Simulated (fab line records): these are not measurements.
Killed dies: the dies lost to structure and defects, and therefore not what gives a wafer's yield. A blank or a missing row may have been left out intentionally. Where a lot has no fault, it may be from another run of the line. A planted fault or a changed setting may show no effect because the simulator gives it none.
Which of the tools did it? | flow gf180mcu | 13 lots, 39 wafers sampled, at 1 step of a route of 602

WHAT EACH GAUGE READ, for each wafer
GF_M4_THK_MEAS_06: measures by xrf.
lot  | measured     | on           | M4_ALCU_THK (nm)
L505 | day 22 09:46 | filmMetro-02 | 427 435 428
L506 | day 22 14:17 | filmMetro-03 | 441 452 445
L507 | day 23 05:04 | filmMetro-01 | 449 450 432
L512 | day 25 00:11 | filmMetro-01 | 454 443 451
L516 | day 26 11:30 | filmMetro-01 | 442 446 457
L515 | day 26 13:28 | filmMetro-03 | 439 457 443
L517 | day 26 18:29 | filmMetro-03 | 462 448 444
L522 | day 28 11:11 | filmMetro-02 | 431 440 436
L523 | day 28 13:50 | filmMetro-02 | 440 437 435
L524 | day 28 21:16 | filmMetro-01 | 439 451 439
L525 | day 29 01:52 | filmMetro-02 | 445 433 443
L527 | day 29 13:32 | filmMetro-01 | 452 446 433
L528 | day 29 17:46 | filmMetro-03 | 449 442 447

WHICH TOOL RAN EACH LOT (tool, then ch and the chambers of the sampled wafers, then the start)
The record shows no process step preceding these readings.

WHAT THE TOOLS THEMSELVES READ (means of the sampled wafers that have a number; where no wafer has one, the mark that the record gives instead)
The record holds no such reading with a usual standard deviation.

THE ANSWER, worked out from the rows above alone
Rule: the usual values come from the lots themselves. The widest of any qualifying gaps counts: lots, ordered by their means at a reading, are off when they make up no more than a third of the lots, leave a main group of 4 or more, and stand apart from it by 3 or more times the standard deviation of that group's means. If all means in a main group match to the digits the tables above print for the reading, that group is not used. A lot without any number at a reading at which 4 lots or more have one is off too. The other lots that the step has rows for count as sound. First the gauges in route order, then the tools' own readings, where a lot's mean is used as printed above. The first step at which some lot is off is used, and at that step the reading that is off furthest; a lot without a number counts as furthest.
None of the lots is off at any reading shown; this tells nothing.

WHAT THE SIMULATOR HAD INSERTED
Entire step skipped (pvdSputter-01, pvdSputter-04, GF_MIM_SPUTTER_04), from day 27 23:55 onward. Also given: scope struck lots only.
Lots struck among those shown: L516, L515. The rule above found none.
